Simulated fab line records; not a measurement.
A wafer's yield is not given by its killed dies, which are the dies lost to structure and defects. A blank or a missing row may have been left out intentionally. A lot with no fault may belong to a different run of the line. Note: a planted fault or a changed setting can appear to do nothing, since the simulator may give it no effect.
One fault seen from 2 desks -- flow gf180mcu -- every desk sees just its own numbers, and what lay behind them comes last

## AT THE TOOL OWNER'S DESK: pvdSputter-02
The tool's own readings at GF_M1_SPUTTER_04 (material TiN, target thk 50 nm, time 41.7 s): means of the sampled wafers that have a number, for each lot that ran on this tool. A lot is out of limits, marked OUT, if its mean lies more than 4 standard deviations from the usual mean; the brackets give that distance.
Columns: A = throttleValvePct at GF_M1_SPUTTER_04, usual 29.8 %
lot,first seen here,A
L552,day 18 21:34,30.4
L562,day 22 09:46,31.6
L563,day 22 18:32,30.3
Finding of this desk: none of the 3 lots has anything out of limits.

## METROLOGY DESK
Lot by lot, what the gauges showed, no matter which tool ran the lot: averages of those sampled wafers that carry a number. A lot is out of limits, marked OUT, if its mean lies more than 4 standard deviations from the usual mean; the brackets give that distance.
Columns: A = V5_W_RS at GF_V5_RS_MEAS_24, usual 0.3272 ohm/sq
lot,first seen here,A
L545,day 26 23:48,0.3285
L547,day 27 17:21,0.3226
L548,day 27 23:59,0.3252
L549,day 28 11:36,0.3269
L550,day 28 23:07,0.3317
L551,day 29 10:52,0.3273
L552,day 29 14:34,0.3249
L553,day 29 14:46,0.3271
L554,day 30 02:47,0.3289
L562,day 32 03:52,0.3246
L563,day 32 10:27,0.3233
L566,day 33 01:18,0.3294
L567,day 33 06:32,0.3240
L568,day 33 20:01,0.3285
Finding of this desk: none of the 14 lots has anything out of limits.

## TAKEN TOGETHER
The desk of the tool owner found nothing out of limits.
Metrology desk: nothing out of limits seen.

## WHAT WAS PUT IN BY THE SIMULATOR
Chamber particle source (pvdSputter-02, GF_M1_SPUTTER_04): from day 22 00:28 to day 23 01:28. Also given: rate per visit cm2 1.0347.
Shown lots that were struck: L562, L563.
